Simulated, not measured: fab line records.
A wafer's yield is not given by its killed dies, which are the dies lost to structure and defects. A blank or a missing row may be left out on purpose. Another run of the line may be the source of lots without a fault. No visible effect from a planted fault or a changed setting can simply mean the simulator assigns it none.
What tool caused it? || flow gf180mcu || 13 lots, 39 wafers sampled, at 6 steps of a route of 602

WHAT EACH GAUGE READ, for each wafer
GF_HV_LDD_TW_MEAS_38. Usual: HV_LDD_3_TW 1424, standard deviation 16.
{"lot": "L132", "measured": "day 11 20:05", "on": "film_metro-02", "HV_LDD_3_TW": "1440 1441 1444", "flag": ""}
{"lot": "L134", "measured": "day 12 07:26", "on": "film_metro-01", "HV_LDD_3_TW": "1422 1417 1424", "flag": ""}
{"lot": "L137", "measured": "day 13 11:38", "on": "film_metro-04", "HV_LDD_3_TW": "1403 1410 1417", "flag": ""}
{"lot": "L139", "measured": "day 14 05:45", "on": "film_metro-04", "HV_LDD_3_TW": "1403 1409 1404", "flag": ""}
{"lot": "L140", "measured": "day 14 15:06", "on": "film_metro-01", "HV_LDD_3_TW": "1422 1415 1416", "flag": ""}
{"lot": "L141", "measured": "day 14 23:05", "on": "film_metro-04", "HV_LDD_3_TW": "1415 1399 1406", "flag": ""}
{"lot": "L142", "measured": "day 15 05:42", "on": "film_metro-02", "HV_LDD_3_TW": "1448 1440 1448", "flag": ""}
{"lot": "L143", "measured": "day 15 13:35", "on": "film_metro-04", "HV_LDD_3_TW": "1414 1416 1421", "flag": ""}
{"lot": "L144", "measured": "day 15 16:57", "on": "film_metro-04", "HV_LDD_3_TW": "1417 1418 1417", "flag": ""}
{"lot": "L146", "measured": "day 16 09:29", "on": "film_metro-04", "HV_LDD_3_TW": "1404 1416 1411", "flag": ""}
{"lot": "L147", "measured": "day 16 19:43", "on": "film_metro-02", "HV_LDD_3_TW": "1508 1506 1508", "flag": "OFF"}
{"lot": "L151", "measured": "day 18 04:35", "on": "film_metro-04", "HV_LDD_3_TW": "1419 1411 1418", "flag": ""}
{"lot": "L152", "measured": "day 18 09:34", "on": "film_metro-01", "HV_LDD_3_TW": "1482 1478 1487", "flag": "OFF"}

GF_HV_LDD_RS_MEAS_53: a four-point-probe measurement. Usual: HV_LDD_RS 418.1 ohm/sq, standard deviation 0.98.
{"lot": "L132", "measured": "day 12 15:58", "on": "film_metro-02", "HV_LDD_RS (ohm/sq)": "419.2 419.6 418.8", "flag": ""}
{"lot": "L134", "measured": "day 13 03:35", "on": "film_metro-04", "HV_LDD_RS (ohm/sq)": "418.3 419.2 418.1", "flag": ""}
{"lot": "L137", "measured": "day 14 08:49", "on": "film_metro-04", "HV_LDD_RS (ohm/sq)": "418.1 417.9 417.9", "flag": ""}
{"lot": "L139", "measured": "day 15 03:36", "on": "film_metro-01", "HV_LDD_RS (ohm/sq)": "417.1 417.4 417.0", "flag": ""}
{"lot": "L140", "measured": "day 15 12:32", "on": "film_metro-01", "HV_LDD_RS (ohm/sq)": "417.7 419.0 417.4", "flag": ""}
{"lot": "L141", "measured": "day 15 21:05", "on": "film_metro-02", "HV_LDD_RS (ohm/sq)": "418.4 417.7 417.9", "flag": ""}
{"lot": "L142", "measured": "day 16 04:23", "on": "film_metro-01", "HV_LDD_RS (ohm/sq)": "418.7 418.7 418.5", "flag": ""}
{"lot": "L143", "measured": "day 16 11:37", "on": "film_metro-04", "HV_LDD_RS (ohm/sq)": "419.7 419.8 420.5", "flag": ""}
{"lot": "L144", "measured": "day 16 16:07", "on": "film_metro-04", "HV_LDD_RS (ohm/sq)": "416.8 416.6 417.0", "flag": ""}
{"lot": "L146", "measured": "day 17 08:20", "on": "film_metro-01", "HV_LDD_RS (ohm/sq)": "418.2 417.9 418.3", "flag": ""}
{"lot": "L147", "measured": "day 17 18:28", "on": "film_metro-01", "HV_LDD_RS (ohm/sq)": "405.8 406.5 407.5", "flag": "OFF"}
{"lot": "L151", "measured": "day 19 05:16", "on": "film_metro-04", "HV_LDD_RS (ohm/sq)": "419.5 418.7 419.2", "flag": ""}
{"lot": "L152", "measured": "day 19 09:59", "on": "film_metro-02", "HV_LDD_RS (ohm/sq)": "410.0 409.1 408.8", "flag": "OFF"}

GF_M2_OVL_MEAS_15. Usual: M2_OVL 1 nm, standard deviation 5.2.
{"lot": "L132", "measured": "day 19 12:24", "on": "overlay-02", "M2_OVL (nm)": "8 2 0", "flag": ""}
{"lot": "L134", "measured": "day 20 02:11", "on": "overlay-02", "M2_OVL (nm)": "-3 1 1", "flag": ""}
{"lot": "L137", "measured": "day 21 13:14", "on": "overlay-02", "M2_OVL (nm)": "-1 3 0", "flag": ""}
{"lot": "L139", "measured": "day 22 09:10", "on": "overlay-02", "M2_OVL (nm)": "3 -2 -6", "flag": ""}
{"lot": "L140", "measured": "day 22 19:15", "on": "overlay-02", "M2_OVL (nm)": "0 0 -3", "flag": ""}
{"lot": "L141", "measured": "day 23 05:07", "on": "overlay-01", "M2_OVL (nm)": "10 5 1", "flag": ""}
{"lot": "L142", "measured": "day 23 11:07", "on": "overlay-02", "M2_OVL (nm)": "3 -2 4", "flag": ""}
{"lot": "L143", "measured": "day 23 17:48", "on": "overlay-01", "M2_OVL (nm)": "-3 -3 -5", "flag": ""}
{"lot": "L144", "measured": "day 23 23:01", "on": "overlay-01", "M2_OVL (nm)": "-2 1 3", "flag": ""}
{"lot": "L146", "measured": "day 24 14:47", "on": "overlay-01", "M2_OVL (nm)": "0 -8 -10", "flag": ""}
{"lot": "L147", "measured": "day 24 21:58", "on": "overlay-01", "M2_OVL (nm)": "1 -3 -7", "flag": ""}
{"lot": "L151", "measured": "day 26 07:05", "on": "overlay-01", "M2_OVL (nm)": "1 -1 -3", "flag": ""}
{"lot": "L152", "measured": "day 26 13:10", "on": "overlay-02", "M2_OVL (nm)": "8 16 7", "flag": ""}

GF_V2_BOW_MEAS_05. Usual: V2_BOW 99 um, standard deviation 7.8.
{"lot": "L132", "measured": "day 19 13:40", "on": "film_metro-02", "V2_BOW (um)": "98 99 92", "flag": ""}
{"lot": "L134", "measured": "day 20 03:29", "on": "film_metro-04", "V2_BOW (um)": "109 102 94", "flag": ""}
{"lot": "L137", "measured": "day 21 14:30", "on": "film_metro-04", "V2_BOW (um)": "93 109 104", "flag": ""}
{"lot": "L139", "measured": "day 22 10:28", "on": "film_metro-04", "V2_BOW (um)": "96 81 90", "flag": ""}
{"lot": "L140", "measured": "day 22 20:35", "on": "film_metro-01", "V2_BOW (um)": "111 122 103", "flag": ""}
{"lot": "L141", "measured": "day 23 06:25", "on": "film_metro-02", "V2_BOW (um)": "94 93 95", "flag": ""}
{"lot": "L142", "measured": "day 23 12:33", "on": "film_metro-01", "V2_BOW (um)": "92 104 101", "flag": ""}
{"lot": "L143", "measured": "day 23 19:06", "on": "film_metro-04", "V2_BOW (um)": "105 88 94", "flag": ""}
{"lot": "L144", "measured": "day 24 00:16", "on": "film_metro-04", "V2_BOW (um)": "102 92 102", "flag": ""}
{"lot": "L146", "measured": "day 24 16:08", "on": "film_metro-02", "V2_BOW (um)": "100 105 105", "flag": ""}
{"lot": "L147", "measured": "day 24 23:16", "on": "film_metro-02", "V2_BOW (um)": "105 107 114", "flag": ""}
{"lot": "L151", "measured": "day 26 08:21", "on": "film_metro-01", "V2_BOW (um)": "105 98 94", "flag": ""}
{"lot": "L152", "measured": "day 26 14:49", "on": "film_metro-01", "V2_BOW (um)": "107 104 102", "flag": ""}

GF_V2_CD_MEAS_14: the cd target is 260 nm. Usual: 259.9 nm for cd_nm, sd 1.3.
{"lot": "L132", "measured": "day 20 13:40", "on": "cd_sem-01", "cd_nm (nm)": "259.0 259.0 258.5", "flag": ""}
{"lot": "L134", "measured": "day 21 03:20", "on": "cd_sem-01", "cd_nm (nm)": "259.1 259.0 258.7", "flag": ""}
{"lot": "L137", "measured": "day 22 13:56", "on": "cd_sem-01", "cd_nm (nm)": "259.4 259.3 260.8", "flag": ""}
{"lot": "L139", "measured": "day 23 10:16", "on": "cd_sem-02", "cd_nm (nm)": "258.8 258.4 257.9", "flag": ""}
{"lot": "L140", "measured": "day 23 19:13", "on": "cd_sem-02", "cd_nm (nm)": "258.9 260.7 261.0", "flag": ""}
{"lot": "L141", "measured": "day 24 04:33", "on": "cd_sem-01", "cd_nm (nm)": "260.0 260.7 260.5", "flag": ""}
{"lot": "L142", "measured": "day 24 10:26", "on": "cd_sem-02", "cd_nm (nm)": "260.6 260.3 260.1", "flag": ""}
{"lot": "L143", "measured": "day 24 17:02", "on": "cd_sem-02", "cd_nm (nm)": "258.3 256.6 257.6", "flag": ""}
{"lot": "L144", "measured": "day 24 22:14", "on": "cd_sem-02", "cd_nm (nm)": "259.4 259.7 260.0", "flag": ""}
{"lot": "L146", "measured": "day 25 13:25", "on": "cd_sem-02", "cd_nm (nm)": "261.0 262.2 259.7", "flag": ""}
{"lot": "L147", "measured": "day 25 20:40", "on": "cd_sem-02", "cd_nm (nm)": "258.7 258.6 258.3", "flag": ""}
{"lot": "L151", "measured": "day 27 04:56", "on": "cd_sem-01", "cd_nm (nm)": "260.2 260.1 259.9", "flag": ""}
{"lot": "L152", "measured": "day 27 10:46", "on": "cd_sem-02", "cd_nm (nm)": "258.6 258.7 259.6", "flag": ""}

EACH LOT AND THE TOOL THAT RAN IT (in order: tool; ch and the chambers of the sampled wafers; start)
{"lot": "L132", "GF_HV_LDD_IMPLANT_33": "implanter-04 ch 0, day 11 19:23"}
{"lot": "L134", "GF_HV_LDD_IMPLANT_33": "implanter-04 ch 0, day 12 06:44"}
{"lot": "L137", "GF_HV_LDD_IMPLANT_33": "implanter-04 ch 0, day 13 10:56"}
{"lot": "L139", "GF_HV_LDD_IMPLANT_33": "implanter-04 ch 0, day 14 05:05"}
{"lot": "L140", "GF_HV_LDD_IMPLANT_33": "implanter-04 ch 0, day 14 14:25"}
{"lot": "L141", "GF_HV_LDD_IMPLANT_33": "implanter-01 ch 0, day 14 22:25"}
{"lot": "L142", "GF_HV_LDD_IMPLANT_33": "implanter-04 ch 0, day 15 05:02"}
{"lot": "L143", "GF_HV_LDD_IMPLANT_33": "implanter-03 ch 0, day 15 12:53"}
{"lot": "L144", "GF_HV_LDD_IMPLANT_33": "implanter-01 ch 0, day 15 16:15"}
{"lot": "L146", "GF_HV_LDD_IMPLANT_33": "implanter-03 ch 0, day 16 08:47"}
{"lot": "L147", "GF_HV_LDD_IMPLANT_33": "implanter-03 ch 0, day 16 19:02"}
{"lot": "L151", "GF_HV_LDD_IMPLANT_33": "implanter-04 ch 0, day 18 03:53"}
{"lot": "L152", "GF_HV_LDD_IMPLANT_33": "implanter-03 ch 0, day 18 08:52"}
- GF_HV_LDD_IMPLANT_33

WHAT THE TOOLS THEMSELVES READ (means of the sampled wafers that have a number; where no wafer has one, the mark that the record gives instead)
GF_HV_LDD_IMPLANT_33. Usual: dose_ions_cm2 7.501e+12, standard deviation 8.3e+09; faraday_current_uA 42.1, standard deviation 0.78.
{"lot": "L132", "tool": "implanter-04", "dose_ions_cm2": 7.493e+12, "faraday_current_uA": 41.3, "flag": ""}
{"lot": "L134", "tool": "implanter-04", "dose_ions_cm2": 7.498e+12, "faraday_current_uA": 41.8, "flag": ""}
{"lot": "L137", "tool": "implanter-04", "dose_ions_cm2": 7.500e+12, "faraday_current_uA": 41.4, "flag": ""}
{"lot": "L139", "tool": "implanter-04", "dose_ions_cm2": 7.506e+12, "faraday_current_uA": 42.9, "flag": ""}
{"lot": "L140", "tool": "implanter-04", "dose_ions_cm2": 7.500e+12, "faraday_current_uA": 43.0, "flag": ""}
{"lot": "L141", "tool": "implanter-01", "dose_ions_cm2": 7.495e+12, "faraday_current_uA": 41.6, "flag": ""}
{"lot": "L142", "tool": "implanter-04", "dose_ions_cm2": 7.506e+12, "faraday_current_uA": 41.9, "flag": ""}
{"lot": "L143", "tool": "implanter-03", "dose_ions_cm2": 7.498e+12, "faraday_current_uA": 42.8, "flag": ""}
{"lot": "L144", "tool": "implanter-01", "dose_ions_cm2": 7.505e+12, "faraday_current_uA": 41.9, "flag": ""}
{"lot": "L146", "tool": "implanter-03", "dose_ions_cm2": 7.509e+12, "faraday_current_uA": 42.1, "flag": ""}
{"lot": "L147", "tool": "implanter-03", "dose_ions_cm2": 1.162e+13, "faraday_current_uA": 65.6, "flag": "OFF"}
{"lot": "L151", "tool": "implanter-04", "dose_ions_cm2": 7.489e+12, "faraday_current_uA": 41.5, "flag": ""}
{"lot": "L152", "tool": "implanter-03", "dose_ions_cm2": 1.162e+13, "faraday_current_uA": 64.9, "flag": "OFF"}

THE ANSWER, worked out from the rows above alone
Rule: lot off if the mean of its wafers having a number is beyond 3 standard deviations from the usual mean. Also off: a lot with no number at a reading for which 4 or more lots have one. The other lots that the step has rows for count as sound. After the gauges, taken in route order, come the tools' own readings; for these a lot's mean is taken, as printed above. The first step at which some lot is off is used, and at that step the reading that is off furthest; a lot without a number counts as furthest.
Off: L147, L152, at GF_HV_LDD_TW_MEAS_38 (HV_LDD_3_TW).
If a tool, at a process step before that reading, ran all the lots that are off and no sound lot after the first of them, it fits. The gauges at GF_HV_LDD_TW_MEAS_38 aren't tried: what is off there is off at GF_HV_LDD_IMPLANT_33 too, on other tools, and a gauge's error can't cause that. One candidate fits, namely implanter-03 at GF_HV_LDD_IMPLANT_33. Its last sound lot is L146 (day 16 08:47), its first lot that is off L147 (day 16 19:02): a fault that began between those two fits.
The tool's own readings at GF_HV_LDD_IMPLANT_33 bear it out: on the lots that are off they differ by more than 5 times the standard deviation of the sound lots' means. dose_ions_cm2 reads 1.162e+13 there against 7.500e+12 on the sound lots; faraday_current_uA reads 65.2 there against 42.0 on the sound lots.

WHAT HAD BEEN PUT IN BY THE SIMULATOR
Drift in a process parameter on implanter-03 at GF_HV_LDD_IMPLANT_33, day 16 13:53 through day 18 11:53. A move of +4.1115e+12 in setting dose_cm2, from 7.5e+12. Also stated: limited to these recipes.
Shown lots that were struck: L147, L152. The rule above found the same.
